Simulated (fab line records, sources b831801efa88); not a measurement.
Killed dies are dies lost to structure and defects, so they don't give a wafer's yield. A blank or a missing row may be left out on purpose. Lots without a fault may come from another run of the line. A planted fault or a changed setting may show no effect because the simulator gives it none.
Split-lot experiment | flow sky130 | 5 lots, 23 wafers read, on a route of 708 steps

THE SPLIT
At SKY_METAL5_SPUTTER_04 (material TiN, target thk 70 nm, time 58.3 s), the setting power_w was moved away from the recipe's 6500 W on 10 of the 23 wafers read, by -8.8% to +9.8%. The other wafers ran this setting at the recipe's value.

The reading is taken at the split's own step.

THE READING
TiN_of_METAL5_SPUTTER_04.thk_nm (the simulator's own value, which no gauge read), in nm, at SKY_METAL5_SPUTTER_04 (material TiN, target thk 70 nm, time 58.3 s). The file gives no usual value for it. The 13 wafers here that ran the recipe average 69.96 nm, standard deviation 0.86 nm.

wafer  | tool, chamber at the split | power_w as run, W | against the recipe | TiN_of_METAL5_SPUTTER_04.thk_nm, nm | against lot-mates on the recipe
L074.1 | pvd_sputter-04, -          | 6500              | recipe             | 70.9                                | -
L074.3 | pvd_sputter-04, -          | 6500              | recipe             | 70.07                               | -
L074.4 | pvd_sputter-04, -          | 6500              | recipe             | 70.68                               | -
L074.5 | pvd_sputter-04, -          | 6260              | -3.7%              | 68.26                               | -2.29
L074.6 | pvd_sputter-04, -          | 6260              | -3.7%              | 67.85                               | -2.70
L080.1 | pvd_sputter-01, -          | 7135              | +9.8%              | 76.65                               | +6.28
L080.2 | pvd_sputter-01, -          | 7135              | +9.8%              | 77.99                               | +7.62
L080.3 | pvd_sputter-01, -          | 7135              | +9.8%              | 77.54                               | +7.17
L080.4 | pvd_sputter-01, -          | 6500              | recipe             | 70.68                               | -
L080.5 | pvd_sputter-01, -          | 6500              | recipe             | 70.05                               | -
L081.1 | pvd_sputter-01, -          | 6500              | recipe             | 70.53                               | -
L081.3 | pvd_sputter-01, -          | 6500              | recipe             | 71.18                               | -
L081.6 | pvd_sputter-01, -          | 6500              | recipe             | 69.92                               | -
L083.1 | pvd_sputter-01, -          | 5928              | -8.8%              | 62.71                               | -6.73
L083.2 | pvd_sputter-01, -          | 5928              | -8.8%              | 63.67                               | -5.77
L083.3 | pvd_sputter-01, -          | 5928              | -8.8%              | 62.1                                | -7.34
L083.4 | pvd_sputter-01, -          | 6500              | recipe             | 69.11                               | -
L083.6 | pvd_sputter-01, -          | 6500              | recipe             | 69.76                               | -
L085.1 | pvd_sputter-01, -          | 6223              | -4.3%              | 66.15                               | -2.70
L085.2 | pvd_sputter-01, -          | 6223              | -4.3%              | 66.31                               | -2.54
L085.3 | pvd_sputter-01, -          | 6500              | recipe             | 68.83                               | -
L085.4 | pvd_sputter-01, -          | 6500              | recipe             | 68                                  | -
L085.5 | pvd_sputter-01, -          | 6500              | recipe             | 69.73                               | -

THE FIT
A straight line over all 23 wafers: TiN_of_METAL5_SPUTTER_04.thk_nm changes by +0.776 nm for each +1% of power_w; r = +0.98; the points scatter about the line by 0.83 nm.
The same after taking each lot's own level away (the mean of its wafers on the recipe; 23 wafers): +0.724 nm for each +1%; r = +0.99; scatter 0.53 nm.
On that fit, the largest move of power_w shifts the reading by 7.1 nm.
The lots' own levels span 68.853 to 70.550 nm, that is 2.0 times the standard deviation above.
So the lot-to-lot level changes the slope little: the two slopes agree.
Check: with one of the wafers moved furthest among these (+9.8%) left out of the fit, the line predicts +7.33 nm for it against its lot-mates. It came out at +6.28 nm against them.

OTHER SPLITS ON THESE WAFERS
These wafers also went through other splits before the reading. Each is held against what the fit with the lots' levels taken away leaves over:
other split on the same wafers | wafers away from the commonest value | r with TiN_of_METAL5_SPUTTER_04.thk_nm (lot level and that fit taken away)
SKY_VIA4_CVD_18 temp_c         | 5                                    | -0.35

THE FILE'S OWN FIT
TiN_of_METAL5_SPUTTER_04.thk_nm changes by +0.719 nm for each +1% of power_w, r = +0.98.
